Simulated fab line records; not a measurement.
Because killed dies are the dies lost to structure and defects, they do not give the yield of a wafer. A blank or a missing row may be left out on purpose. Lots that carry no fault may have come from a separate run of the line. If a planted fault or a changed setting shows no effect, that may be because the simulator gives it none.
A lot that was struck, set against a sound lot + flow gf180mcu + 16 steps out of a route of 602
Sound: wafers L707.1, L707.3, L707.5. Struck: wafer L715.3. (L715.2, L715.5 of the same lot were not struck and are left out.) The cause comes at the end.
Order at every step that has rows: each side's tool, ch and its chambers, its first start. Under that, the readings that differ: sound wafers + struck wafers + difference of the means + sigmas: that difference in standard deviations of wafers without a fault.
alike: same words and numbers on both sides, and readings whose means sit less than 2 such deviations apart. not compared: any withheld reading, any reading some wafer has no value for, any bound like >300 that may hide the same value, and any number with overlapping values for which the record gives no deviation.
A row with sigmas, a row that says differs or no value, or rows on one side alone: a step with any of these is where the two part. When numbers do not overlap yet have no deviation, they are printed without sigmas and do not part them. A reading missing from all wafers of one side parts the sides only when that side holds two or more wafers.

first, 6 steps without rows for these wafers: GF_M2_HMDS_08 (prime time 60 s); GF_M2_COAT_09 (resist thk 1000 nm); GF_M2_SOFTBAKE_10 (time 60 s); GF_M2_EXPOSE_11 (exposes mask Metal2, target cd 280 nm); GF_M2_PEB_12 (peb time 90 s); GF_M2_DEVELOP_13 (develop time 60 s).
GF_M2_CD_MEAS_14: the cd target is 280 nm.
  sound: cd-sem-01 at day 20 13:28; struck: cd-sem-01 at day 23 19:28
  alike: cd-nm
GF_M2_OVL_MEAS_15:
  sound: overlay-02 at day 20 13:35; struck: overlay-01 at day 23 19:34
  alike: M2_OVL
GF_M2_METAL_ETCH_16: etches the open film in Cl2/BCl3, stops on SiO2, target depth 627.5 nm, time 104.6 s.
  sound on rie-metal-01 ch 0,1, day 20 13:37; struck on rie-metal-02 ch 1, day 23 19:36
  alike: bcl3-flow-sccm, drypump-motor-current-A, oes-product-au, throttle-valve-pct
  not compared: rf-hours-counter-h
GF_M2_STRIP_17: strips in O2/N2.
  sound on plasma-asher-03 ch 0,1, day 20 13:44; struck on plasma-asher-01 ch 1, day 23 19:43
| reading               | sound             | struck | difference | sigmas |
|-----------------------|-------------------|--------|------------|--------|
| oes-product-au (a.u.) | 0.565 0.559 0.571 | 0.544  | -0.021     | -4     |
  alike: drypump-motor-current-A, heater-power-w, o2-flow-sccm, strip-time-to-endpoint-s
  not compared: rf-hours-counter-h
then, 2 steps without rows for these wafers: GF_M2_STRIP_18 (strips in post etch residue remover, time 1200 s); GF_M2_CLEAN_19 (cleans in DIW).
GF_V2_CVD_00: deposits SiO2, target thk 600 nm, time 100 s.
  sound on hdpcvd-01 ch 1,2, day 20 14:16; struck on hdpcvd-02 ch 0,1,2, day 23 20:16
GF_V2_THK_MEAS_01:
  sound: film-metro-04 at day 20 14:20; struck: film-metro-04 at day 23 20:22
| reading            | sound       | struck | difference | sigmas |
|--------------------|-------------|--------|------------|--------|
| V2_CVD_00_THK (nm) | 612 603 610 | 528    | -80        | -13    |
GF_V2_CVD_02: deposits SiO2 from TEOS, target thk 850 nm, time 94.851 s.
  sound on pecvd-04 ch 0,1, day 20 14:24; struck on pecvd-04 ch 2, day 23 20:25
  alike: heater-power-w
-- the record jumps here: 9 days lie between the struck wafers' starts before and after (it left off in module V2 and takes up again in module PASSIVATION, whose first step shown is number 602 of the route) --
GF_PASSIVATION_PROBE_99:
  rows exist in the record for the struck wafers here (prober-02, day 32 15:31), but not for the sound ones

## WHERE THEY PART
At GF_M2_STRIP_17 first; at GF_PASSIVATION_PROBE_99 last (within this record only).

WHY: what the simulator had put in
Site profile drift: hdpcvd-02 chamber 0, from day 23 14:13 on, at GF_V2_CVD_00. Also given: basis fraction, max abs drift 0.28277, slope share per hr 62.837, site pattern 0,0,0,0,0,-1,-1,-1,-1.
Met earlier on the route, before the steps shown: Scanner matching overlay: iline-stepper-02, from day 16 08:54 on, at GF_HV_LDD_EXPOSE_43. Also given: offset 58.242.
